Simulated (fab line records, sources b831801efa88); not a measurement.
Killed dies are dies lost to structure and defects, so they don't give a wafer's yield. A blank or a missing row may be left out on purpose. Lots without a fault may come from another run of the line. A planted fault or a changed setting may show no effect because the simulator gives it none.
Problem report in the 8D (eight disciplines) form, filled by code | flow gf180mcu | the parts of the form that need people (team, actions taken, sign-off) are left out

1. THE PROBLEM
bias_w at GF_M4_METAL_ETCH_16 reads a mean of 152.1 W on 6 wafers of 2 lots; wafers without a fault read 140.0 W with a standard deviation of 0.43. That is +28 standard deviations from the usual mean.
The step: etches the open film in Cl2/BCl3, stops on SiO2, target depth 627.5 nm, time 104.6 s.
First seen on wafer L682.1, day 24 11:47, on rie_metal-03. The record holds 39 wafers of 13 lots with a number at this step. Rule for "out", or "out of limits": more than 4 standard deviations from the usual mean. The other wafers with a number count as sound.

2. WHAT IT IS AND WHAT IT IS NOT
question                    | is                     | is not
which readings at this step | bias_w                 | drypump_motor_current_A, he_backside_leak_sccm
which lots                  | L682, L684             | L679, L681, L685, L692, L693, L694, L695, L697, L698, L699, L700
which wafers of those lots  | all that have a number | -
read on which tools         | rie_metal-03           | rie_metal-01, rie_metal-02
when                        | from day 24 11:47      | up to then (6 sound wafers); but 27 sound wafers of L685, L692, L693, L694, L695, L697, L698, L699, L700 came after

3. SUSPECTS, AND WHAT RULES EACH OUT
Counting: a tool at a process step up to the reading stays a suspect if it ran every lot that is out and no sound lot after the first of them.
- rie_metal-03 at GF_M4_METAL_ETCH_16 (etches the open film in Cl2/BCl3, stops on SiO2, target depth 627.5 nm, time 104.6 s): ruled out as a lasting fault. Sound lots L692, L693, L694, L698 ran on it after its first lot that is out, L682 (day 24 11:47).
Left after counting: nothing in the record.

4. THE CAUSE (what the simulator had put in)
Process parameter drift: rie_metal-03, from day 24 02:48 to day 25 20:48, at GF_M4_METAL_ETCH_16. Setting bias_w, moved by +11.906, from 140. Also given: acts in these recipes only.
Counting ruled it out, wrongly.

5. THE CHAIN OF EFFECTS, in route order
Each row: a reading whose mean over the struck wafers that have a number lies more than 3 standard deviations from the usual. Only readings for which the record gives a usual standard deviation are gone through. hours: the time from each lot's start at the first step in this table that gives one to its start at this step, as a median over the lots. sigmas: the change in usual standard deviations.
hours | step                | reading | usual   | on struck wafers | change | sigmas
0     | GF_M4_METAL_ETCH_16 | bias_w  | 140.0 W | 152.1            | +12.1  | +28
The process steps in it:
- GF_M4_METAL_ETCH_16: etches the open film in Cl2/BCl3, stops on SiO2, target depth 627.5 nm, time 104.6 s.
Later measuring or inspecting steps at which every struck wafer that the step has a row for has a number for every such reading, and none has moved that far: GF_V4_THK_MEAS_01.

6. WHAT WOULD HAVE CAUGHT IT SOONER
In this record the first reading out of limits was taken at day 24 11:47, 9 hours after the fault began at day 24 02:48.
